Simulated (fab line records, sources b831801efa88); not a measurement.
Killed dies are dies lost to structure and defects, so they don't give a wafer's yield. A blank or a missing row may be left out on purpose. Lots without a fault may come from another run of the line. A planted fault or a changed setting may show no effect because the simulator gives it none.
Which tool did it? | flow sky130 | 6 lots, 18 wafers sampled, at 2 steps of a route of 708

WHAT THE GAUGES READ, wafer by wafer
SKY_NWELL_RS_MEAS_31: measures by four-point-probe.
lot  | measured     | on            | PWDE_RS (ohm/sq)
L513 | day 5 20:05  | film_metro-04 | 5281 5286 5305
L515 | day 6 06:15  | film_metro-02 | 5277 5293 5296
L525 | day 8 20:19  | film_metro-03 | 5186 5193 5213
L528 | day 9 14:16  | film_metro-03 | 5287 5276 5277
L530 | day 10 03:31 | film_metro-04 | 5249 5258 5273
L534 | day 11 05:04 | film_metro-02 | 5294 5306 5289

WHICH TOOL RAN EACH LOT (tool, then ch and the chambers of the sampled wafers, then the start)
lot  | SKY_PWDE_IMPLANT_08
L513 | implanter-01 ch 0, day 4 08:41
L515 | implanter-03 ch 0, day 4 17:17
L525 | implanter-03 ch 0, day 7 02:49
L528 | implanter-01 ch 0, day 7 19:07
L530 | implanter-02 ch 0, day 8 07:47
L534 | implanter-02 ch 0, day 9 06:46
- SKY_PWDE_IMPLANT_08

THE ANSWER, worked out from the rows above alone
Rule: what is usual is taken from the lots themselves. Put in order of their means at a reading, lots are off if they are a third of the lots or fewer, leave a main group of 4 or more, and stand apart from it by a gap of 3 or more times the standard deviation of the main group's means; of several such gaps the widest counts. A main group whose means are all the same, to the digits that the tables above print for the reading, isn't used. A lot without any number at a reading at which 4 lots or more have one is off too. The other lots that the step has rows for count as sound.
Off: L525, at SKY_NWELL_RS_MEAS_31 (PWDE_RS). The main group: mean 5283 ohm/sq, standard deviation 13.
A tool fits if, at a process step before that reading, it ran every lot that is off, and no sound lot after the first of them. The gauges at SKY_NWELL_RS_MEAS_31 are tried like those tools. One fits: implanter-03 at SKY_PWDE_IMPLANT_08. Its last sound lot is L515 (day 4 17:17), its first lot that is off L525 (day 7 02:49): a fault that began between those two fits.

WHAT THE SIMULATOR HAD PUT IN
Process parameter drift: implanter-03, from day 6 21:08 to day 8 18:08, at SKY_PWDE_IMPLANT_08. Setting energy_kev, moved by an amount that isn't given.
Lots struck among those shown: L525. The rule above found the same.
